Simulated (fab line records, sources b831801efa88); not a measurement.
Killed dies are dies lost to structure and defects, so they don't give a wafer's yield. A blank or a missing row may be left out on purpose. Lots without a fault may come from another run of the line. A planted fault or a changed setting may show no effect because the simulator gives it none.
fab line records | flow sky130
record lots=12 wafers=36 last_day=50
route steps=708 shown VT_ADJUST_NCORE@127 POLY_GATE@227 LDD_HVN@275
lots that met no fault: from a run of the same line without faults
start_h: hours from the record's first day to the start of the lot's first wafer shown | wait_h: hours since the lot's step before | " the same as in the row above | L1.1+2: a row that stands for several wafers | - no value, or no start given | * or withheld: withheld | < > ~ a bound
route shown NAME@n: a module of which the file shows steps, and the number in the route of the first | usual: mean/standard deviation of fault-free wafers | same: alike in all rows | chamber/n: place in a boat | sites: the reading at each site | _std_site: their standard deviation | _edge_site: outer sites' mean less inner sites' | radius_mm: how far each site lies from the wafer's centre | mask NAME#n: copy n | behind: the tool/chamber that last shaped the wafer | hold: why the lot was held/for how many hours/how that ended | device: the transistor (n, p or np) that didn't switch | end of line: the same wafers' tests at the end of the route | a step without rows: its recipe alone | killed: dies lost to structure and defects at the first sort, not the wafer's yield | map: a wafer's dies, x killed, . not, _ none there
set.NAME: the setting as run; set.NAME@STEP: as run at that earlier step | model.NAME: the simulator's own value behind a step, which no gauge read
steps of the route over a sample of lots; a table a step, a row a wafer
services: from which hour (start_h, from the record's first day; less than 0 if before it) a tool's chamber was out of use, for how many hours, and why
## steps
# step SKY_VT_ADJUST_NCORE_OVL_MEAS_08
# usual VT_ADJUST_NCORE_OVL=0.3/1.6
# columns lot.wafer tool chamber start_h wait_h VT_ADJUST_NCORE_OVL[nm]
L583.1 overlay-02 - 184.54 0.1 -1.5
L583.3 " - " " -1.6
L583.6 " - " " -2.6
L584.2 overlay-01 - 190.64 0.1 -0.1
L584.5 " - " " 0.3
L584.6 " - " " 0.9
L585.2 overlay-01 - 198.39 0.1 0.4
L585.3 " - " " -2.4
L585.4 " - " " -0.1
L586.3 overlay-02 - 204.80 0.1 -0.5
L586.5 " - " " -0.5
L586.6 " - " " 0.1
L587.2 overlay-01 - 209.69 0.1 2.2
L587.3 " - " " 1.6
L587.6 " - " " 1.1
L592.2 overlay-01 - 245.38 0.1 1.4
L592.5 " - " " 2.9
L592.6 " - " " 1.1
L595.1 overlay-01 - 267.78 0.1 1.1
L595.3 " - " " 1.4
L595.5 " - " " 1.0
L597.1 overlay-01 - 280.78 0.1 -0.9
L597.2 " - " " 0.6
L597.6 " - " " 0.2
L599.1 overlay-02 - 297.37 0.1 2.7
L599.4 " - " " 2.4
L599.5 " - " " 3.1
L603.1 overlay-02 - 328.87 0.1 0.2
L603.2 " - " " -2.9
L603.6 " - " " -2.7
L604.2 overlay-01 - 334.68 0.1 1.5
L604.4 " - " " 0.7
L604.6 " - " " 1.6
L606.1 overlay-02 - 347.47 0.1 -0.8
L606.2 " - " " -2.0
L606.6 " - " " -0.4
# step SKY_POLY_GATE_CD_MEAS_13
# recipe target_cd_nm=150
# usual cd_nm=150.3/1.8
# columns lot.wafer tool chamber start_h wait_h cd_nm
L583.1 cd_sem-01 - 374.67 - 147.8
L583.3 " - " " 148.7
L583.6 " - " " 147.9
L584.2 cd_sem-02 - 376.17 - 151.1
L584.5 " - " " 151.5
L584.6 " - " " 151.5
L585.2 cd_sem-02 - 390.38 - 149.0
L585.3 " - " " 149.1
L585.4 " - " " 148.7
L586.3 cd_sem-01 - 395.70 - 150.8
L586.5 " - " " 150.8
L586.6 " - " " 150.6
L587.2 cd_sem-02 - 401.99 - 149.5
L587.3 " - " " 149.7
L587.6 " - " " 150.7
L592.2 cd_sem-01 - 452.12 - 150.6
L592.5 " - " " 150.0
L592.6 " - " " 151.7
L595.1 cd_sem-02 - 480.65 - 149.7
L595.3 " - " " 150.8
L595.5 " - " " 150.1
L597.1 cd_sem-02 - 495.80 - 149.0
L597.2 " - " " 150.3
L597.6 " - " " 149.6
L599.1 cd_sem-02 - 516.97 - 154.0
L599.4 " - " " 153.7
L599.5 " - " " 152.3
L603.1 cd_sem-02 - 548.92 - 148.1
L603.2 " - " " 148.4
L603.6 " - " " 149.4
L604.2 cd_sem-02 - 558.43 - 151.6
L604.4 " - " " 150.0
L604.6 " - " " 151.1
L606.1 cd_sem-02 - 574.35 - 149.8
L606.2 " - " " 148.4
L606.6 " - " " 148.7
# step SKY_POLY_GATE_ETCH_16
# recipe stop_on=poly-Si chemistry=CH3F/O2 target=Si3N4 source_w=400 bias_w=80 pressure_mtorr=25 ch3f_flow_sccm=40 O2_flow_sccm=30 time_s=147.5 target_depth_a=750
# usual drypump_motor_current_A=5.6/0.48 oes_product_au=0.641/0.0052 throttle_valve_pct=10.535/0.0098
# columns lot.wafer tool chamber start_h wait_h drypump_motor_current_A oes_product_au rf_hours_counter_h throttle_valve_pct
L583.1 rie_diel-02 3 374.91 0.0 6.4 0.651 15 10.541
L583.3 " 0 " " 5.0 0.643 40 10.544
L583.6 " 1 " " 5.6 0.654 - 10.522
L584.2 rie_diel-03 1 376.39 0.0 5.0 0.642 0 10.537
L584.5 " 3 " " 5.6 0.641 - 10.539
L584.6 " 0 " " 4.9 0.637 - 10.530
L585.2 rie_diel-02 2 390.60 0.0 5.1 0.633 94 10.537
L585.3 " 1 " " 5.6 0.639 1 10.541
L585.4 " 0 " " 5.1 0.634 40 10.518
L586.3 rie_diel-04 3 395.90 0.0 5.9 0.638 36 10.542
L586.5 " 1 " " 6.3 0.629 - 10.551
L586.6 " 0 " " 5.7 0.639 - 10.536
L587.2 rie_diel-04 0 402.21 0.0 5.7 0.647 1 10.538
L587.3 " 2 " " 5.7 0.644 56 10.542
L587.6 " 1 " " 6.3 0.640 - 10.537
L592.2 rie_diel-03 2 452.34 0.0 5.8 0.626 14 10.520
L592.5 " 2 " " 5.8 0.637 - 10.534
L592.6 " 3 " " 5.5 0.644 - 10.537
L595.1 rie_diel-02 1 480.89 0.0 5.6 0.641 3 10.520
L595.3 " 3 " " 6.4 0.639 17 10.538
L595.5 " 1 " " 5.6 0.645 - 10.558
L597.1 rie_diel-04 2 496.04 0.0 5.7 0.640 58 10.527
L597.2 " 0 " " 5.7 0.649 3 10.532
L597.6 " 0 " " 5.7 0.638 - 10.560
L599.1 rie_diel-03 2 517.21 0.0 5.8 0.651 16 10.539
L599.4 " 3 " " 5.5 0.644 59 10.531
L599.5 " 0 " " 4.9 0.642 - 10.540
L603.1 rie_diel-03 3 549.16 0.0 5.5 0.636 60 10.529
L603.2 " 2 " " 5.8 0.643 16 10.555
L603.6 " 3 " " 5.5 0.640 - 10.534
L604.2 rie_diel-02 1 558.65 0.0 5.6 0.639 4 10.544
L604.4 " 3 " " 6.4 0.641 - 10.538
L604.6 " 2 " " 5.1 0.648 - 10.535
L606.1 rie_diel-04 2 574.59 0.0 5.7 0.644 60 10.518
L606.2 " 3 " " 5.9 0.634 39 10.553
L606.6 " 3 " " 5.9 0.648 - 10.529
# step SKY_LDD_HVN_IMPLANT_08
# recipe species=P energy_kev=60 dose_cm2=3e+13 tilt_deg=40
# usual beam_energy_keV=59.995/0.019
# columns lot.wafer tool chamber start_h wait_h beam_energy_keV
L583.1 implanter-04 0 471.35 0.0 59.978
L583.3 " 0 " " 60.014
L583.6 " 0 " " 59.986
L584.2 implanter-01 0 471.93 0.0 60.018
L584.5 " 0 " " 59.995
L584.6 " 0 " " 59.987
L585.2 implanter-04 0 488.47 0.0 60.000
L585.3 " 0 " " 59.999
L585.4 " 0 " " 59.989
L586.3 implanter-01 0 492.45 0.1 59.967
L586.5 " 0 " " 59.980
L586.6 " 0 " " 59.985
L587.2 implanter-02 0 498.88 0.0 59.985
L587.3 " 0 " " 59.994
L587.6 " 0 " " 60.008
L592.2 implanter-04 0 547.73 0.0 40.887
L592.5 " 0 " " 40.887
L592.6 " 0 " " 40.881
L595.1 implanter-04 0 575.29 0.0 40.858
L595.3 " 0 " " 40.864
L595.5 " 0 " " 40.879
L597.1 implanter-02 0 589.00 0.0 59.974
L597.2 " 0 " " 59.998
L597.6 " 0 " " 59.973
L599.1 implanter-01 0 610.35 0.0 60.004
L599.4 " 0 " " 60.000
L599.5 " 0 " " 59.975
L603.1 implanter-02 0 641.24 0.0 60.016
L603.2 " 0 " " 60.010
L603.6 " 0 " " 60.012
L604.2 implanter-02 0 649.02 0.0 59.978
L604.4 " 0 " " 59.968
L604.6 " 0 " " 59.991
L606.1 implanter-02 0 665.15 0.0 59.976
L606.2 " 0 " " 59.995
L606.6 " 0 " " 59.964
# step SKY_LDD_HVN_TW_MEAS_10
# usual LDD_HVN_TW=1446/15
# columns lot.wafer tool chamber start_h wait_h hold LDD_HVN_TW
L583.1 film_metro-03 - 471.60 0.1 - 1430
L583.3 " - " " - 1442
L583.6 " - " " - 1432
L584.2 film_metro-02 - 472.16 0.1 - 1429
L584.5 " - " " - 1428
L584.6 " - " " - 1429
L585.2 film_metro-01 - 488.71 0.1 - 1456
L585.3 " - " " - 1458
L585.4 " - " " - 1453
L586.3 film_metro-03 - 492.67 0.1 - 1424
L586.5 " - " " - 1421
L586.6 " - " " - 1425
L587.2 film_metro-01 - 499.11 0.1 - 1465
L587.3 " - " " - 1458
L587.6 " - " " - 1460
L592.2 film_metro-03 - 547.96 0.1 await_dispo/0.2h/release 1302
L592.5 " - " " await_dispo/0.2h/release 1302
L592.6 " - " " await_dispo/0.2h/release 1295
L592.2 film_metro-03 - 548.19 0.2 - 1294
L592.5 " - " " - 1301
L592.6 " - " " - 1297
L595.1 film_metro-01 - 575.54 0.1 await_dispo/0.2h/release 1312
L595.3 " - " " await_dispo/0.2h/release 1327
L595.5 " - " " await_dispo/0.2h/release 1313
L595.1 film_metro-01 - 575.76 0.2 - 1315
L595.3 " - " " - 1318
L595.5 " - " " - 1325
L597.1 film_metro-01 - 589.25 0.1 - 1454
L597.2 " - " " - 1458
L597.6 " - " " - 1459
L599.1 film_metro-03 - 610.60 0.1 - 1433
L599.4 " - " " - 1435
L599.5 " - " " - 1430
L603.1 film_metro-01 - 641.49 0.1 - 1447
L603.2 " - " " - 1447
L603.6 " - " " - 1447
L604.2 film_metro-01 - 649.26 0.1 - 1473
L604.4 " - " " - 1460
L604.6 " - " " - 1464
L606.1 film_metro-01 - 665.40 0.1 - 1469
L606.2 " - " " - 1460
L606.6 " - " " - 1467
## services
# columns tool chamber start_h hours kind
rie_diel-04 0 360.10 - clean
rie_diel-04 0 360.10 14.1 scheduled_down
rie_diel-04 0 360.10 14.1 vent_cycle
implanter-01 - 372.18 3.5 repair
implanter-02 - 382.41 3.4 pm
implanter-01 - 409.23 4.8 pm
rie_diel-04 1 420.02 2.8 repair
rie_diel-02 2 475.31 - clean
rie_diel-02 2 475.31 14.3 scheduled_down
rie_diel-02 2 475.31 14.3 vent_cycle
implanter-04 - 482.68 3.2 repair
rie_diel-04 1 489.78 - clean
rie_diel-03 2 497.50 6.0 repair
implanter-01 - 499.36 3.4 pm
implanter-01 - 502.86 2.2 repair
implanter-04 - 535.16 2.0 repair
rie_diel-02 0 551.98 9.7 repair
implanter-04 - 566.28 3.4 pm
implanter-04 - 571.49 0.9 repair
rie_diel-02 3 591.49 5.1 repair
rie_diel-02 2 595.46 7.4 repair
rie_diel-04 2 603.68 15.2 repair
rie_diel-02 3 605.65 3.1 repair
implanter-02 - 630.95 1.0 repair
## key
first_sign step=SKY_LDD_HVN_IMPLANT_08 reading=beam_energy_keV direction=down sigmas=99+ usual=* struck=*
effect step=SKY_LDD_HVN_TW_MEAS_10 reading=visit direction=added
effect step=SKY_LDD_HVN_TW_MEAS_10 reading=LDD_HVN_TW direction=down sigmas=9.2 usual=1446 struck=1309
met_at SKY_LDD_HVN_IMPLANT_08
struck_lots L592,L595
tester_left_out L592,L595
not_acting_at SKY_VT_ADJUST_NCORE_OVL_MEAS_08,SKY_POLY_GATE_CD_MEAS_13,SKY_POLY_GATE_ETCH_16
onset_between 488.47 547.73
fault kind=process_parameter_drift tool=implanter-04 chamber=- onset_h=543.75 steps=SKY_LDD_HVN_IMPLANT_08 channel=energy_kev offset=* shape=step end_h=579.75 acts_in=* stated=*
# tester_left_out: of these lots the tester's yield and bins aren't shown, on N5 and GAA mostly nor the transistor test; their killed dies are dies lost to structure and defects alone, not to doping, threshold or leakage, so they don't give the yield
